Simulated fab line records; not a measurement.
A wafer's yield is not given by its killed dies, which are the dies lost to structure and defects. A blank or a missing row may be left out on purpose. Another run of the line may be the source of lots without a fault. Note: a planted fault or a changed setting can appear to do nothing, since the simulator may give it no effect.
Which tool did it? -- flow gf180mcu -- 18 wafers from 6 lots sampled at 4 of the route's 602 steps

WHAT THE GAUGES READ, wafer by wafer
GF_VT_IMPLANT_TW_MEAS_32.
lot,measured,on,VT_IMPLANT_3_TW
L994,day 7 14:18,film-metro-02,267.4 268.4 267.1
L998,day 8 16:28,film-metro-03,268.0 269.2 269.2
L100,day 9 01:58,film-metro-03,268.7 268.1 269.9
L106,day 10 19:31,film-metro-03,268.4 269.4 268.6
L108,day 11 06:45,film-metro-03,140.9 141.0 141.2
L112,day 12 12:13,film-metro-04,269.4 269.8 269.8

WHICH TOOL RAN EACH LOT (tool, then ch and the chambers of the sampled wafers, then the start)
lot,GF_LVPWELL_STRIP_10,GF_MVSD_STRIP_10,GF_VT_IMPLANT_IMPLANT_30
L994,"plasma-asher-02 ch 0, day 4 11:23","plasma-asher-04 ch 0,1, day 5 02:00","implanter-04 ch 0, day 7 14:03"
L998,"plasma-asher-03 ch 0,1, day 5 09:44","plasma-asher-02 ch 0,1, day 6 01:30","implanter-01 ch 0, day 8 16:14"
L100,"plasma-asher-04 ch 0,1, day 5 18:34","plasma-asher-04 ch 0,1, day 6 09:47","implanter-04 ch 0, day 9 01:45"
L106,"plasma-asher-03 ch 0,1, day 7 05:11","plasma-asher-04 ch 0,1, day 7 20:51","implanter-04 ch 0, day 10 19:16"
L108,"plasma-asher-03 ch 0,1, day 7 14:50","plasma-asher-04 ch 0,1, day 8 07:08","implanter-04 ch 0, day 11 06:30"
L112,"plasma-asher-02 ch 0,1, day 8 15:20","plasma-asher-02 ch 0,1, day 9 08:54","implanter-02 ch 0, day 12 11:58"
- GF_LVPWELL_STRIP_10: strips in O2/N2.
- GF_MVSD_STRIP_10: strips in O2/N2.
- GF_VT_IMPLANT_IMPLANT_30

THE ANSWER, worked out from the rows above alone
Rule: the usual values come from the lots themselves. The widest of any qualifying gaps counts: lots, ordered by their means at a reading, are off when they make up no more than a third of the lots, leave a main group of 4 or more, and stand apart from it by 3 or more times the standard deviation of that group's means. A main group is skipped when, at the precision printed for the reading in the tables above, its means are all equal. A lot without any number at a reading at which 4 lots or more have one is off too. Any other lot the step has rows for is counted as sound.
Off: L108, seen at GF_VT_IMPLANT_TW_MEAS_32 (VT_IMPLANT_3_TW). Main group: mean 268.8, sd 0.65.
If a tool, at a process step before that reading, ran all the lots that are off and no sound lot after the first of them, it fits. Gauges at GF_VT_IMPLANT_TW_MEAS_32: tried the same way as those tools. Can't be told from this: 4 tools fit, plasma-asher-03 at GF_LVPWELL_STRIP_10, plasma-asher-04 at GF_MVSD_STRIP_10, implanter-04 at GF_VT_IMPLANT_IMPLANT_30, film-metro-03 at GF_VT_IMPLANT_TW_MEAS_32.

WHAT WAS PUT IN BY THE SIMULATOR
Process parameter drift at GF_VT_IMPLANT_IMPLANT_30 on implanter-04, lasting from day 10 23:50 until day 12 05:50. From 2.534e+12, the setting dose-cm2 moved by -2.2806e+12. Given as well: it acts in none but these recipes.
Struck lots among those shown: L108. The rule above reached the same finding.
